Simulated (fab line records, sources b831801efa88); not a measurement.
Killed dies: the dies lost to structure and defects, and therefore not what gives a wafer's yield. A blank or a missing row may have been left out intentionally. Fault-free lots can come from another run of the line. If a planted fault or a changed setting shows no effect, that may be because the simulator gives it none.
Problem report in the 8D (eight disciplines) form, filled by code | flow sky130 | the parts of the form that need people (team, actions taken, sign-off) are left out

1. THE ISSUE
Wafers without a fault read 4.999e+12, standard deviation 6.4e+09; doseIonsCm2 at SKY_LDD_N_IMPLANT_15 reads a mean of 3.156e+12 on 6 wafers belonging to 2 lots. That is -99 or more standard deviations from the usual mean.
Earliest sighting: wafer L522.1 on implanter-02 at day 22 21:03. At this step, 36 wafers from 12 lots have a number in the record. Rule for "out", or "out of limits": more than 4 standard deviations from the usual mean. Any other wafer with a number is counted as sound.

2. WHAT IT IS AND WHAT IT IS NOT
question                    | is                            | is not
which readings at this step | doseIonsCm2, faradayCurrentUA | -
which lots                  | L522, L523                    | L511, L512, L514, L521, L527, L529, L531, L532, L533, L534
which wafers of those lots  | all that have a number        | -
read on which tools         | implanter-02                  | implanter-01, implanter-03
when                        | from day 22 21:03             | up to then (12 sound wafers); but 18 sound wafers of L527, L529, L531, L532, L533, L534 came after

3. WHAT RULES OUT EACH SUSPECT
Counting: a tool at a process step up to the reading stays a suspect if it ran every lot that is out and no sound lot after the first of them.
- implanter-02 at SKY_LDD_N_IMPLANT_15: ruled out as a lasting fault. The sound lots L531, L533, L534 went through it after L522, its earliest lot that is out (day 22 21:03).
Left after counting: nothing in the record.

4. THE CAUSE (what the simulator had put in)
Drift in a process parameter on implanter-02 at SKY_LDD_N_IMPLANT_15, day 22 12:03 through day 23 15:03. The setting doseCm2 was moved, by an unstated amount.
Counting ruled it out, wrongly.

5. SEQUENCE OF EFFECTS, ordered by route
Each row: a reading whose mean over the struck wafers that have a number lies more than 3 standard deviations from the usual. Readings are gone through only where the record gives a usual standard deviation; hours: the median, over the lots, of the time from a lot's start at the first step in this table giving one to that lot's start at this step; sigmas: the change measured in usual standard deviations.
hours | step                 | reading          | usual     | on struck wafers | change     | sigmas
0     | SKY_LDD_N_IMPLANT_15 | doseIonsCm2      | 4.999e+12 | 3.156e+12        | -1.843e+12 | -99 or more
0     | SKY_LDD_N_IMPLANT_15 | faradayCurrentUA | 28.2      | 17.8             | -10.4      | -20
Process steps it contains:
- SKY_LDD_N_IMPLANT_15

6. HOW IT WOULD HAVE BEEN CAUGHT EARLIER
In this record the first reading out of limits was taken at day 22 21:03, 9 hours after the fault began at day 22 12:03.
